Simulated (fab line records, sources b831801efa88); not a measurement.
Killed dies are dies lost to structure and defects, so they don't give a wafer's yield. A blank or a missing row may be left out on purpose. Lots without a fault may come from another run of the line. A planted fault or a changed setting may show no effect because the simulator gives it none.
Which tool did it? | flow sky130 | 13 lots, 39 wafers sampled, at 4 steps of a route of 708

WHAT THE GAUGES READ, wafer by wafer
SKY_VIA2_RS_MEAS_22: measures by four-point-probe. Usual: VIA2_W_RS 0.2757 ohm/sq, standard deviation 0.0027.
lot  | measured     | on            | VIA2_W_RS (ohm/sq)   | flag
L771 | day 36 06:29 | film_metro-02 | 0.2807 0.2762 0.2747 |
L773 | day 37 07:34 | film_metro-01 | 0.2750 0.2781 0.2786 |
L774 | day 37 10:12 | film_metro-02 | 0.2820 0.2815 0.2752 |
L775 | day 38 15:41 | film_metro-01 | 0.2745 0.2735 0.2741 |
L778 | day 38 18:07 | film_metro-02 | 0.2780 0.2805 0.2790 |
L776 | day 38 20:25 | film_metro-02 | 0.2736 0.2771 0.2783 |
L782 | day 39 19:27 | film_metro-01 | 0.2721 0.2735 0.2741 |
L783 | day 39 22:31 | film_metro-01 | 0.2801 0.2791 0.2767 |
L786 | day 40 17:56 | film_metro-02 | 0.2740 0.2725 0.2737 |
L790 | day 42 00:16 | film_metro-02 | 0.2775 0.2773 0.2784 |
L791 | day 42 02:56 | film_metro-01 | 0.2760 0.2773 0.2742 |
L792 | day 42 06:11 | film_metro-02 | 0.2744 0.2751 0.2734 |
L793 | day 42 14:56 | film_metro-01 | 0.2737 0.2779 0.2789 |

SKY_VIA3_RS_MEAS_22: measures by four-point-probe. Usual: VIA3_W_RS 0.2943 ohm/sq, standard deviation 0.0028.
lot  | measured     | on            | VIA3_W_RS (ohm/sq)   | flag
L771 | day 39 14:19 | film_metro-01 | 0.2984 0.2971 0.2982 |
L773 | day 40 14:10 | film_metro-01 | 0.2931 0.2913 0.2932 |
L774 | day 40 16:45 | film_metro-04 | 0.2942 0.2956 0.2945 |
L775 | day 41 21:07 | film_metro-01 | 0.2951 0.2973 0.2935 |
L778 | day 41 22:27 | film_metro-03 | 0.2945 0.2942 0.2965 |
L776 | day 42 02:15 | film_metro-03 | 0.2900 0.2942 0.2943 |
L782 | day 42 23:35 | film_metro-03 | 0.2963 0.2939 0.2958 |
L783 | day 43 03:03 | film_metro-01 | 0.2882 0.2907 0.2886 |
L786 | day 43 20:19 | film_metro-03 | 0.2967 0.2982 0.2923 |
L790 | day 45 00:28 | film_metro-03 | 0.2954 0.2922 0.2984 |
L791 | day 45 02:34 | film_metro-04 | 0.2904 0.2859 0.2924 |
L792 | day 45 05:08 | film_metro-01 | 0.2967 0.2949 0.2938 |
L793 | day 45 14:23 | film_metro-03 | 0.2966 0.2933 0.2936 |

SKY_VIA4_THK_MEAS_20: measures by xrf. Usual: VIA4_W_THK 504 nm, standard deviation 5.9.
lot  | measured     | on            | VIA4_W_THK (nm) | flag
L771 | day 42 17:52 | film_metro-02 | 501 511 507     |
L773 | day 43 17:34 | film_metro-02 | 500 497 496     |
L774 | day 43 18:41 | film_metro-01 | 504 511 504     |
L775 | day 44 21:09 | film_metro-04 | 509 501 509     |
L778 | day 44 23:23 | film_metro-02 | 502 500 503     |
L776 | day 45 01:17 | film_metro-01 | 508 515 510     |
L782 | day 45 21:45 | film_metro-02 | 518 521 515     |
L783 | day 46 01:14 | film_metro-02 | 506 506 507     |
L786 | day 46 15:38 | film_metro-04 | 506 503 504     |
L790 | day 47 18:09 | film_metro-01 | 499 493 498     |
L791 | day 47 20:45 | film_metro-02 | 504 492 493     |
L792 | day 47 22:32 | film_metro-02 | 507 499 507     |
L793 | day 48 06:41 | film_metro-01 | 503 497 497     |

WHICH TOOL RAN EACH LOT (tool, then ch and the chambers of the sampled wafers, then the start)
lot  | SKY_METAL4_SOFTBAKE_09
L771 | litho_track-01 ch 0, day 41 02:00
L773 | litho_track-03 ch 0, day 42 03:00
L774 | litho_track-03 ch 0, day 42 05:00
L775 | litho_track-01 ch 0, day 43 08:00
L778 | litho_track-03 ch 0, day 43 11:00
L776 | litho_track-01 ch 0, day 43 14:00
L782 | litho_track-01 ch 0, day 44 10:00
L783 | litho_track-02 ch 0, day 44 15:00
L786 | litho_track-01 ch 0, day 45 05:00
L790 | litho_track-03 ch 0, day 46 09:00
L791 | litho_track-03 ch 0, day 46 12:00
L792 | litho_track-02 ch 0, day 46 13:00
L793 | litho_track-02 ch 0, day 46 22:00
- SKY_METAL4_SOFTBAKE_09: time 90 s.

WHAT THE TOOLS THEMSELVES READ (means of the sampled wafers that have a number; where no wafer has one, the mark that the record gives instead)
SKY_METAL4_SOFTBAKE_09. Usual: chill_plate_temp_C 23.01 C, standard deviation 0.11; heater_power_total_W 57.34 W, standard deviation 0.12; run_length_s 119.22 s, standard deviation 0.15.
lot  | tool           | chill_plate_temp_C (C) | heater_power_total_W (W) | run_length_s (s) | flag
L771 | litho_track-01 | 23.06                  | 57.27                    | 119.33           |
L773 | litho_track-03 | 23.06                  | 57.30                    | 119.16           |
L774 | litho_track-03 | 23.03                  | 57.35                    | 119.07           |
L775 | litho_track-01 | 23.03                  | 57.40                    | 119.35           |
L778 | litho_track-03 | 23.01                  | 57.27                    | 119.17           |
L776 | litho_track-01 | 22.99                  | 57.29                    | 119.35           |
L782 | litho_track-01 | 22.89                  | 59.08                    | 111.62           | OFF
L783 | litho_track-02 | 22.94                  | 57.27                    | 119.12           |
L786 | litho_track-01 | 23.06                  | 59.12                    | 111.52           | OFF
L790 | litho_track-03 | 22.92                  | 57.27                    | 119.10           |
L791 | litho_track-03 | 23.06                  | 57.39                    | 119.03           |
L792 | litho_track-02 | 23.09                  | 57.32                    | 119.23           |
L793 | litho_track-02 | 23.04                  | 57.28                    | 119.17           |

THE ANSWER, worked out from the rows above alone
Rule: a lot is off if the mean of its wafers that have a number lies more than 3 standard deviations from the usual mean. A lot without any number at a reading at which 4 lots or more have one is off too. The other lots that the step has rows for count as sound. The gauges are gone through in route order, then the tools' own readings, and for those a lot's mean is taken as printed above. The first step at which some lot is off is used, and at that step the reading that is off furthest; a lot without a number counts as furthest.
Off: L782, L786, at SKY_METAL4_SOFTBAKE_09 (run_length_s).
A tool fits if, at that step or a process step before it, it ran every lot that is off, and no sound lot after the first of them. One fits: litho_track-01 at SKY_METAL4_SOFTBAKE_09. Its last sound lot is L776 (day 43 14:00), its first lot that is off L782 (day 44 10:00): a fault that began between those two fits.
The tool's own readings at SKY_METAL4_SOFTBAKE_09 bear it out: on the lots that are off they differ by more than 5 times the standard deviation of the sound lots' means. heater_power_total_W reads 59.10 W there against 57.31 W on the sound lots; run_length_s reads 111.57 s there against 119.19 s on the sound lots.

WHAT THE SIMULATOR HAD PUT IN
Process parameter drift: litho_track-01, from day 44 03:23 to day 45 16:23, at SKY_METAL4_SOFTBAKE_09. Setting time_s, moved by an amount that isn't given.
Lots struck among those shown: L782, L786. The rule above found the same.
